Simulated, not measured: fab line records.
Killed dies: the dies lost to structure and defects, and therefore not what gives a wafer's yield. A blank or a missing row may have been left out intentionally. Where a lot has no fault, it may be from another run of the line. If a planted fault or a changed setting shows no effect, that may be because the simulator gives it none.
Matching of chambers	flow gf180mcu	3 sister chambers for GF_V1_CVD_02 on pecvd-02
The step deposits SiO2 from TEOS, target thk 850 nm, time 94.851 s. 6 wafers are shown with their chamber, then 9 later ones without.

== WAFERS PAIRED WITH THEIR CHAMBERS ==
wafer	chamber	heater_power_w (W)
L087.4	1	549
L088.3	1	492
L088.6	2	707
L089.1	2	676
L089.3	0	976
L089.6	0	977

== WAFERS WHOSE CHAMBER IS MISSING ==
wafer	heater_power_w (W)
L091.3	611
L091.4	787
L091.6	435
L092.3	620
L092.5	682
L092.6	515
L095.4	533
L095.5	990
L095.6	590

== WHICH CHAMBER EACH WENT THROUGH ==
wafer	from the rows above	in truth
L091.3	can't be placed: 2 or 1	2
L091.4	2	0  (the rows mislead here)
L091.6	1	1
L092.3	can't be placed: 2 or 1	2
L092.5	2	2
L092.6	1	1
L095.4	1	1
L095.5	0	0
L095.6	can't be placed: 1 or 2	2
Placed correctly: 5 of 9. Not placeable from these rows: 3 (in 3, the candidates include the true chamber). Number placed wrongly: 1.
How it was worked out, from the rows above alone: a wafer's distance from a chamber is the root of the sum, over the readings, of the square of ((its reading less the chamber's mean) divided by the reading's scatter). If the next closest chamber is less than 2 further off than the closest, the wafer can't be placed; otherwise it belongs to the closest. For every chamber, the mean is computed from those of its wafers that are shown. The scatter is the square root of a quotient: the sum, over the shown wafers, of each reading's squared deviation from its chamber's mean, divided by wafers minus chambers.
